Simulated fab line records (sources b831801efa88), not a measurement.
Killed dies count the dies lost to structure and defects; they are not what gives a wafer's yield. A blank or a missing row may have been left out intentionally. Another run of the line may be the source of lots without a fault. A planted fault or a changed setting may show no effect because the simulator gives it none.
Which tool is to blame? ; flow sky130 ; 72 wafers from 24 lots sampled at 5 of the route's 708 steps

== WHAT THE GAUGES READ, wafer by wafer ==
SKY_CONTACT_THK_MEAS_03. Usual: for CONTACT_HDPCVD_THK the level is 563 nm and the standard deviation is 6.4.
lot;measured;on;CONTACT_HDPCVD_THK (nm);flag
L074;day 30 16:46;film-metro-04;565 570 562;
L075;day 31 05:58;film-metro-04;550 554 563;
L076;day 31 15:14;film-metro-04;562 562 559;
L077;day 31 23:37;film-metro-01;567 571 575;
L078;day 32 00:11;film-metro-03;564 569 568;
L079;day 32 18:11;film-metro-03;559 562 561;
L080;day 32 20:09;film-metro-04;568 570 568;
L081;day 33 01:01;film-metro-01;565 559 558;
L082;day 33 08:57;film-metro-01;557 555 555;
L083;day 33 18:43;film-metro-04;554 551 559;
L084;day 33 22:10;film-metro-01;561 563 558;
L085;day 34 07:31;film-metro-04;559 558 554;
L087;day 34 20:07;film-metro-04;561 559 565;
L086;day 34 22:26;film-metro-04;569 559 560;
L088;day 35 00:05;film-metro-04;564 562 566;
L089;day 35 15:35;film-metro-03;567 570 569;
L090;day 35 22:49;film-metro-03;570 562 571;
L091;day 36 01:26;film-metro-03;568 570 560;
L092;day 36 07:11;film-metro-03;556 568 564;
L093;day 36 22:58;film-metro-04;566 577 566;
L094;day 37 00:32;film-metro-01;576 572 576;
L095;day 37 02:57;film-metro-01;544 560 556;
L096;day 37 13:18;film-metro-03;563 565 568;
L097;day 37 21:15;film-metro-04;559 555 550;

SKY_CONTACT_THK_MEAS_26: measures by xrf. Usual: for CONTACT_W_THK the level is 341 nm and the standard deviation is 4.3.
lot;measured;on;CONTACT_W_THK (nm);flag
L074;day 31 22:29;film-metro-04;340 345 341;
L075;day 32 11:05;film-metro-04;339 336 342;
L076;day 32 20:01;film-metro-03;341 349 348;
L077;day 33 04:48;film-metro-04;339 340 332;
L078;day 33 08:58;film-metro-04;345 345 343;
L079;day 33 23:03;film-metro-03;340 345 351;
L080;day 34 00:56;film-metro-03;344 339 350;
L081;day 34 05:17;film-metro-03;345 341 349;
L082;day 34 13:21;film-metro-03;338 345 344;
L083;day 34 23:10;film-metro-03;346 341 340;
L084;day 35 01:59;film-metro-03;349 346 351;
L085;day 35 11:33;film-metro-04;348 338 341;
L087;day 36 00:27;film-metro-04;345 337 339;
L086;day 36 02:24;film-metro-04;344 341 337;
L088;day 36 03:40;film-metro-03;342 345 340;
L089;day 36 19:12;film-metro-03;342 340 342;
L090;day 37 02:31;film-metro-01;336 337 334;
L091;day 37 04:59;film-metro-04;341 341 341;
L092;day 37 10:13;film-metro-01;340 336 340;
L093;day 38 02:17;film-metro-04;338 345 346;
L094;day 38 03:43;film-metro-04;342 336 340;
L095;day 38 06:28;film-metro-03;337 341 342;
L096;day 38 16:41;film-metro-01;348 342 338;
L097;day 39 00:02;film-metro-04;344 345 339;

SKY_VIA1_BOW_MEAS_03. Usual: for VIA1_BOW the level is 80 um and the standard deviation is 6.8.
lot;measured;on;VIA1_BOW (um);flag
L074;day 33 03:31;film-metro-02;73 72 77;
L075;day 33 16:04;film-metro-01;71 78 80;
L076;day 34 01:29;film-metro-02;87 79 81;
L077;day 34 09:59;film-metro-02;80 86 74;
L078;day 34 14:01;film-metro-04;79 85 76;
L079;day 35 03:36;film-metro-04;77 93 76;
L080;day 35 05:31;film-metro-02;79 81 81;
L081;day 35 09:28;film-metro-02;85 74 79;
L082;day 35 17:15;film-metro-04;82 88 81;
L083;day 36 03:47;film-metro-04;88 80 75;
L084;day 36 06:32;film-metro-01;84 90 92;
L085;day 36 16:02;film-metro-02;87 83 86;
L087;day 37 04:37;film-metro-02;79 81 78;
L086;day 37 06:23;film-metro-01;83 92 81;
L088;day 37 07:10;film-metro-01;71 74 79;
L089;day 37 22:30;film-metro-02;97 88 84;
L090;day 38 06:40;film-metro-01;73 83 81;
L091;day 38 09:15;film-metro-02;82 77 69;
L092;day 38 14:30;film-metro-01;74 81 81;
L093;day 39 05:50;film-metro-02;76 82 72;
L094;day 39 07:13;film-metro-01;79 92 78;
L095;day 39 09:47;film-metro-02;79 94 82;
L096;day 39 20:11;film-metro-04;84 77 82;
L097;day 40 02:17;film-metro-01;70 74 71;

SKY_VIA2_BOW_MEAS_03. Usual: for VIA2_BOW the level is 85 um and the standard deviation is 6.7.
lot;measured;on;VIA2_BOW (um);flag
L074;day 35 12:33;film-metro-03;83 80 84;
L075;day 36 00:16;film-metro-03;77 83 86;
L076;day 36 08:58;film-metro-04;91 83 87;
L077;day 36 17:26;film-metro-03;84 89 77;
L078;day 36 21:32;film-metro-03;83 87 79;
L079;day 37 10:50;film-metro-03;82 96 81;
L080;day 37 13:17;film-metro-04;86 87 88;
L081;day 37 16:13;film-metro-01;90 80 85;
L082;day 38 00:05;film-metro-03;82 91 82;
L083;day 38 10:41;film-metro-01;89 83 76;
L084;day 38 12:38;film-metro-03;89 97 98;
L085;day 38 21:34;film-metro-04;97 93 95;
L087;day 39 10:29;film-metro-04;86 90 86;
L086;day 39 12:54;film-metro-04;92 101 90;
L088;day 39 13:15;film-metro-04;81 83 87;
L089;day 40 04:01;film-metro-01;101 92 88;
L090;day 40 10:26;film-metro-03;76 87 85;
L091;day 40 13:27;film-metro-04;88 82 75;
L092;day 40 19:26;film-metro-04;81 87 87;
L093;day 41 09:14;film-metro-04;82 88 79;
L094;day 41 12:03;film-metro-03;82 95 82;
L095;day 41 14:25;film-metro-03;83 98 85;
L096;day 41 22:45;film-metro-03;84 77 82;
L097;day 42 08:03;film-metro-03;77 80 79;

== EACH LOT AND THE TOOL THAT RAN IT (in order: tool; ch and the chambers of the sampled wafers; start) ==
lot;SKY_METAL2_ETCH_18
L074;rie-metal-02 ch 1, day 35 10:59
L075;rie-metal-02 ch 0,1, day 35 23:00
L076;rie-metal-01 ch 0,1, day 36 07:43
L077;rie-metal-01 ch 0,1, day 36 16:10
L078;rie-metal-01 ch 0,1, day 36 20:16
L079;rie-metal-01 ch 0, day 37 09:36
L080;rie-metal-02 ch 0,1, day 37 12:01
L081;rie-metal-01 ch 0,1, day 37 14:56
L082;rie-metal-01 ch 0,1, day 37 22:49
L083;rie-metal-01 ch 0,1, day 38 09:25
L084;rie-metal-02 ch 0,1, day 38 11:19
L085;rie-metal-03 ch 0,1, day 38 20:18
L087;rie-metal-03 ch 0,1, day 39 09:15
L086;rie-metal-02 ch 0,1, day 39 11:34
L088;rie-metal-01 ch 0,1, day 39 11:56
L089;rie-metal-03 ch 0,1, day 40 02:45
L090;rie-metal-02 ch 0,1, day 40 09:10
L091;rie-metal-01 ch 0,1, day 40 12:12
L092;rie-metal-02 ch 0,1, day 40 18:10
L093;rie-metal-03 ch 0,1, day 41 07:54
L094;rie-metal-01 ch 0,1, day 41 10:49
L095;rie-metal-01 ch 1, day 41 13:10
L096;rie-metal-03 ch 0,1, day 41 21:30
L097;rie-metal-01 ch 0,1, day 42 06:47
- SKY_METAL2_ETCH_18: etches BARC in N2/H2, stops on SiO2, time 45.9 s, target depth 60 nm.

== AS READ BY THE TOOLS THEMSELVES (means over the sampled wafers that have a number; for cases with no such wafer, the mark the record gives instead) ==
SKY_METAL2_ETCH_18. Usual: drypump-motor-current-A 5.5 A, standard deviation 0.53; oes-product-au 0.855 a.u., standard deviation 0.0048; throttle-valve-pct 13.226 %, standard deviation 0.0093.
lot;tool;drypump-motor-current-A (A);oes-product-au (a.u.);throttle-valve-pct (%);flag
L074;rie-metal-02;5.9;0.852;13.228;
L075;rie-metal-02;5.8;0.861;13.226;
L076;rie-metal-01;5.1;0.853;13.229;
L077;rie-metal-01;5.5;0.853;13.224;
L078;rie-metal-01;5.1;0.855;13.229;
L079;rie-metal-01;4.7;0.853;13.228;
L080;rie-metal-02;5.6;0.857;13.226;
L081;rie-metal-01;5.1;0.859;13.221;
L082;rie-metal-01;5.1;0.855;13.224;
L083;rie-metal-01;5.1;0.856;13.227;
L084;rie-metal-02;5.8;0.854;13.228;
L085;rie-metal-03;5.5;0.852;13.224;
L087;rie-metal-03;5.8;0.851;13.229;
L086;rie-metal-02;5.7;0.852;13.226;
L088;rie-metal-01;5.5;0.850;13.228;
L089;rie-metal-03;5.5;0.855;13.232;
L090;rie-metal-02;5.8;0.858;13.225;
L091;rie-metal-01;5.5;0.856;13.220;
L092;rie-metal-02;5.6;0.855;13.215;
L093;rie-metal-03;5.8;0.854;13.218;
L094;rie-metal-01;5.1;0.858;13.228;
L095;rie-metal-01;5.9;0.857;13.229;
L096;rie-metal-03;5.8;0.856;13.231;
L097;rie-metal-01;5.1;0.860;13.225;

== THE ANSWER, worked out from the rows above alone ==
Rule: a lot counts as off when the mean over its wafers that have a number is more than 3 standard deviations away from the usual mean. Also off: a lot with no number at a reading for which 4 or more lots have one. The other lots that the step has rows for count as sound. Order of review: gauges by route order, followed by the tools' own readings, for which a lot's mean as printed above is used. The first step at which some lot is off is used, and at that step the reading that is off furthest; a lot without a number counts as furthest.
No lot is off at any reading shown: from this, nothing can be told.

== WHAT WAS PUT IN BY THE SIMULATOR ==
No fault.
